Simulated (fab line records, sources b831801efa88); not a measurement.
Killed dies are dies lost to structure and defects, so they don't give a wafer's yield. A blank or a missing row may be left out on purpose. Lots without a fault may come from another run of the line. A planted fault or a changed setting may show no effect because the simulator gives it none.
Chamber matching | flow sky130 | SKY_CONTACT_CMP_04 on cmp-02: 4 sister chambers
The step polishes SiO2. 16 wafers are shown with their chamber, then 7 later ones without.

WAFERS WITH THEIR CHAMBER
wafer  | chamber | motor_current_A (A) | time_to_endpoint_s (s) | retaining_ring_pressure_frac
L285.2 | 1       | 10.2                | 84                     | 1.000
L285.4 | 3       | 12.7                | 81                     | 0.999
L285.6 | 3       | 14.0                | 85                     | 1.002
L286.1 | 3       | 13.0                | 89                     | 1.007
L286.2 | 0       | 13.2                | 89                     | 1.001
L286.5 | 3       | 13.2                | 89                     | 0.996
L288.2 | 3       | 13.7                | 80                     | 0.994
L288.3 | 1       | 10.1                | 83                     | 1.004
L288.6 | 0       | 13.2                | 79                     | 0.996
L289.1 | 1       | 10.4                | 88                     | 1.002
L289.5 | 1       | 10.3                | 83                     | 0.997
L289.6 | 0       | 13.0                | 80                     | 0.997
L294.1 | 2       | 11.7                | 86                     | 1.001
L294.4 | 1       | 10.2                | 87                     | 1.003
L303.2 | 1       | 10.2                | 88                     | 1.008
L303.3 | 0       | 13.3                | 78                     | 1.000

SIGNATURES (means of the wafers above)
reading                      | chamber 0 | chamber 1 | chamber 2 | chamber 3 | scatter within a chamber
motor_current_A              | 13.175    | 10.233    | 11.700    | 13.320    | 0.317
time_to_endpoint_s           | 81.50     | 85.50     | 86.00     | 84.80     | 3.87
retaining_ring_pressure_frac | 0.99850   | 1.00233   | 1.00100   | 0.99960   | 0.004
Rule: a wafer's distance from a chamber is the root of the sum, over the readings, of the square of ((its reading less the chamber's mean) divided by the reading's scatter). The wafer belongs to the nearest chamber; if the next one is less than 2 further off, it can't be placed. The scatter: the root of (the sum of the squares of (reading less its chamber's mean) over the shown wafers, divided by (wafers less chambers)).

WAFERS WITHOUT THEIR CHAMBER
wafer  | motor_current_A (A) | time_to_endpoint_s (s) | retaining_ring_pressure_frac
L303.5 | 10.2                | 79                     | 1.004
L305.2 | 12.7                | 84                     | 1.003
L305.4 | 10.0                | 84                     | 0.997
L305.6 | 11.4                | 81                     | 0.991
L307.2 | 10.2                | 86                     | 1.006
L307.4 | 11.0                | 86                     | 1.005
L307.5 | 10.2                | 87                     | 0.996

WHICH CHAMBER EACH WENT THROUGH
wafer  | from the rows above          | in truth
L303.5 | 1                            | 1
L305.2 | can't be placed: 0 or 3 or 2 | 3
L305.4 | 1                            | 1
L305.6 | can't be placed: 2 or 1      | 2
L307.2 | 1                            | 1
L307.4 | can't be placed: 2 or 1      | 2
L307.5 | 1                            | 1
Placed correctly: 4 of 7. Can't be placed from these rows: 3 (the true chamber is among the candidates in 3). Placed wrongly: 0.
